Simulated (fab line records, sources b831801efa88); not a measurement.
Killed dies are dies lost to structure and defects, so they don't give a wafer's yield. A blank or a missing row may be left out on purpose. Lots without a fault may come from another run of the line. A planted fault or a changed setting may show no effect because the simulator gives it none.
Problem report in the 8D (eight disciplines) form, filled by code | flow sky130 | the parts of the form that need people (team, actions taken, sign-off) are left out

1. THE PROBLEM
SD_N_RS at SKY_SD_N_RS_MEAS_16 reads a mean of 61.26 ohm/sq on 6 wafers of 2 lots; wafers without a fault read 68.57 ohm/sq with a standard deviation of 0.13. That is -56 standard deviations from the usual mean.
The step: measures by four-point-probe.
First seen on wafer L847.4, day 30 03:26, on film_metro-04. The record holds 42 wafers of 14 lots with a number at this step. Rule for "out", or "out of limits": more than 4 standard deviations from the usual mean. The other wafers with a number count as sound.

2. WHAT IT IS AND WHAT IT IS NOT
question                    | is                     | is not
which readings at this step | SD_N_RS                | -
which lots                  | L847, L851             | L842, L843, L853, L854, L855, L858, L859, L860, L861, L862, L863, L864
which wafers of those lots  | all that have a number | -
read on which gauges        | film_metro-04          | film_metro-02, film_metro-03
when                        | from day 30 03:26      | up to then (6 sound wafers); but 30 sound wafers of L853, L854, L855, L858, L859, L860, L861, L862, L863, L864 came after

3. SUSPECTS, AND WHAT RULES EACH OUT
Counting: a tool at a process step up to the reading stays a suspect if it ran every lot that is out and no sound lot after the first of them.
- the gauge at SKY_SD_N_RS_MEAS_16: ruled out. All the wafers that are out were read on film_metro-04, but those of them that SKY_SD_N_IMPLANT_09 has rows for are out there too, on other tools.
- implanter-04 at SKY_SD_N_IMPLANT_09: ruled out as a lasting fault. Sound lots L859, L861, L862 ran on it after its first lot that is out, L847 (day 30 02:46).
Left after counting: nothing in the record.

4. THE CAUSE (what the simulator had put in)
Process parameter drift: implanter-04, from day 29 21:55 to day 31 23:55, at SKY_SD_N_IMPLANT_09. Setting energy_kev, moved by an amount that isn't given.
Counting ruled it out, wrongly: the rule takes a fault to strike every lot that its tool runs from its start on, and this one did not.

5. THE CHAIN OF EFFECTS, in route order
Each row: a reading whose mean over the struck wafers that have a number lies more than 3 standard deviations from the usual. Only readings for which the record gives a usual standard deviation are gone through. hours: the time from each lot's start at the first step in this table that gives one to its start at this step, as a median over the lots. sigmas: the change in usual standard deviations.
hours | step                | reading                  | usual        | on struck wafers | change  | sigmas
0     | SKY_SD_N_IMPLANT_09 | beam_energy_keV          | 50.001       | 61.375           | +11.374 | +99 or more
0     | SKY_SD_N_STRIP_11   | oes_product_au           | 0.526 a.u.   | 0.506            | -0.020  | -4.6
0     | SKY_SD_N_STRIP_11   | strip_time_to_endpoint_s | 22.36 s      | 24.09            | +1.73   | +47
1     | SKY_SD_N_RS_MEAS_16 | SD_N_RS                  | 68.57 ohm/sq | 61.26            | -7.31   | -56
The process steps in it:
- SKY_SD_N_IMPLANT_09
- SKY_SD_N_STRIP_11: strips in O2/N2.

6. WHAT WOULD HAVE CAUGHT IT SOONER
In this record the first reading out of limits at a measuring or inspecting step was taken at day 30 03:26, 6 hours after the fault began at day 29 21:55.
The tool's own readings at SKY_SD_N_IMPLANT_09 were out on every struck wafer that the step has a row for (beam_energy_keV): an alarm limit on them would have fired on the first of those.
